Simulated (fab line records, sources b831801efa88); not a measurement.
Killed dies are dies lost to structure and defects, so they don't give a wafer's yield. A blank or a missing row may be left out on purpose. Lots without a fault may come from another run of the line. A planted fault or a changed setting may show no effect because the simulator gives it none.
Which tool did it? | flow gf180mcu | 6 lots, 18 wafers sampled, at 1 step of a route of 602

WHAT THE GAUGES READ, wafer by wafer
GF_V5_RS_MEAS_24: measures by four-point-probe.
lot  | measured     | on            | V5_W_RS (ohm/sq)
L233 | day 28 04:19 | film_metro-03 | 0.3247 0.3268 0.3276
L238 | day 29 19:05 | film_metro-03 | 0.3218 0.3250 0.3266
L245 | day 31 12:35 | film_metro-02 | 0.3245 0.3272 0.3253
L247 | day 32 02:29 | film_metro-03 | 0.3281 0.3284 0.3272
L249 | day 32 16:26 | film_metro-01 | 0.3228 0.3251 0.3250
L253 | day 33 17:35 | film_metro-01 | 0.3267 0.3289 0.3263

WHICH TOOL RAN EACH LOT (tool, then ch and the chambers of the sampled wafers, then the start)
The record holds no process step before these readings.

THE ANSWER, worked out from the rows above alone
Rule: what is usual is taken from the lots themselves. Put in order of their means at a reading, lots are off if they are a third of the lots or fewer, leave a main group of 4 or more, and stand apart from it by a gap of 3 or more times the standard deviation of the main group's means; of several such gaps the widest counts. A main group whose means are all the same, to the digits that the tables above print for the reading, isn't used. A lot without any number at a reading at which 4 lots or more have one is off too. The other lots that the step has rows for count as sound.
No lot is off at any reading shown: from this, nothing can be told.

WHAT THE SIMULATOR HAD PUT IN
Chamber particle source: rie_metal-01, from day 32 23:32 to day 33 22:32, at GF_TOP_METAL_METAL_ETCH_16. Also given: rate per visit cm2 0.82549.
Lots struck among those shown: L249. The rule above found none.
